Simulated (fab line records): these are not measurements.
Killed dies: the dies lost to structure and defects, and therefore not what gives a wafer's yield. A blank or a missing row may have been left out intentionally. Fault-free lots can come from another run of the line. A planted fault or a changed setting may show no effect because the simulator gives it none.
Which tool is to blame? || flow sfqLine || Sampling: 7 lots, 21 wafers, 4 of 325 route steps

== WHAT EACH GAUGE READ, for each wafer ==
SFQ_M7_RS_MEAS_943: measurement is done with a four-point probe.
{"lot": "L321", "measured": "day 71 01:55", "on": "filmMetro-04", "M7_NB_RS (ohm/sq)": "0.889 0.887 0.885"}
{"lot": "L328", "measured": "day 73 20:09", "on": "filmMetro-02", "M7_NB_RS (ohm/sq)": "0.903 0.902 0.897"}
{"lot": "L330", "measured": "day 74 11:02", "on": "filmMetro-04", "M7_NB_RS (ohm/sq)": "0.886 0.891 0.900"}
{"lot": "L332", "measured": "day 75 01:12", "on": "filmMetro-02", "M7_NB_RS (ohm/sq)": "0.885 0.879 0.872"}
{"lot": "L337", "measured": "day 76 03:08", "on": "filmMetro-02", "M7_NB_RS (ohm/sq)": "0.870 0.885 0.891"}
{"lot": "L341", "measured": "day 76 21:44", "on": "filmMetro-04", "M7_NB_RS (ohm/sq)": "0.878 0.884 0.894"}
{"lot": "L343", "measured": "day 78 08:23", "on": "filmMetro-04", "M7_NB_RS (ohm/sq)": "0.882 0.873 0.878"}

== WHAT TOOL EACH LOT RAN ON (gives the tool, then ch and the chambers of the sampled wafers, and finally the start) ==
{"lot": "L321", "SFQ_TRILAYER_I2_VIA_STRIP_STRIP_071": "rieMetal-03 ch 0,1, day 36 23:53", "SFQ_TRILAYER_C5_STRIP_STRIP_155": "rieMetal-02 ch 0,1, day 62 09:28", "SFQ_TRILAYER_M7_DEP_SPUTTER_175": "pvdSputter-04, day 71 01:49"}
{"lot": "L328", "SFQ_TRILAYER_I2_VIA_STRIP_STRIP_071": "rieMetal-02 ch 0,1, day 40 05:34", "SFQ_TRILAYER_C5_STRIP_STRIP_155": "rieMetal-03 ch 0,1, day 68 13:59", "SFQ_TRILAYER_M7_DEP_SPUTTER_175": "pvdSputter-03, day 73 20:04"}
{"lot": "L330", "SFQ_TRILAYER_I2_VIA_STRIP_STRIP_071": "rieMetal-03 ch 0,1, day 41 07:55", "SFQ_TRILAYER_C5_STRIP_STRIP_155": "rieMetal-04 ch 0,1, day 68 20:11", "SFQ_TRILAYER_M7_DEP_SPUTTER_175": "pvdSputter-03, day 74 10:55"}
{"lot": "L332", "SFQ_TRILAYER_I2_VIA_STRIP_STRIP_071": "rieMetal-02 ch 0,1, day 42 07:43", "SFQ_TRILAYER_C5_STRIP_STRIP_155": "rieMetal-03 ch 0,1, day 69 04:23", "SFQ_TRILAYER_M7_DEP_SPUTTER_175": "pvdSputter-05, day 75 01:07"}
{"lot": "L337", "SFQ_TRILAYER_I2_VIA_STRIP_STRIP_071": "rieMetal-01 ch 0,1, day 42 17:19", "SFQ_TRILAYER_C5_STRIP_STRIP_155": "rieMetal-02 ch 1, day 70 02:20", "SFQ_TRILAYER_M7_DEP_SPUTTER_175": "pvdSputter-03, day 76 03:02"}
{"lot": "L341", "SFQ_TRILAYER_I2_VIA_STRIP_STRIP_071": "rieMetal-03 ch 0,1, day 43 01:58", "SFQ_TRILAYER_C5_STRIP_STRIP_155": "rieMetal-04 ch 0,1, day 70 17:44", "SFQ_TRILAYER_M7_DEP_SPUTTER_175": "pvdSputter-03, day 76 21:39"}
{"lot": "L343", "SFQ_TRILAYER_I2_VIA_STRIP_STRIP_071": "rieMetal-02 ch 0,1, day 43 07:05", "SFQ_TRILAYER_C5_STRIP_STRIP_155": "rieMetal-04 ch 0,1, day 70 20:08", "SFQ_TRILAYER_M7_DEP_SPUTTER_175": "pvdSputter-04, day 78 08:17"}
- SFQ_TRILAYER_I2_VIA_STRIP_STRIP_071: strips in O2.
- SFQ_TRILAYER_C5_STRIP_STRIP_155: strips in O2.
- SFQ_TRILAYER_M7_DEP_SPUTTER_175: material Nb, target thk 200 nm, time 133.3 s.

== THE ANSWER, worked out from the rows above alone ==
Rule: the usual values come from the lots themselves. The widest of any qualifying gaps counts: lots, ordered by their means at a reading, are off when they make up no more than a third of the lots, leave a main group of 4 or more, and stand apart from it by 3 or more times the standard deviation of that group's means. Not used: any main group whose means are identical at the precision the tables above print for the reading. Also off: a lot with no number at a reading for which 4 or more lots have one. All remaining lots with rows at the step are treated as sound.
Across all readings shown, no lot is off: no conclusion can be drawn from this.

== WHAT WAS PUT IN BY THE SIMULATOR ==
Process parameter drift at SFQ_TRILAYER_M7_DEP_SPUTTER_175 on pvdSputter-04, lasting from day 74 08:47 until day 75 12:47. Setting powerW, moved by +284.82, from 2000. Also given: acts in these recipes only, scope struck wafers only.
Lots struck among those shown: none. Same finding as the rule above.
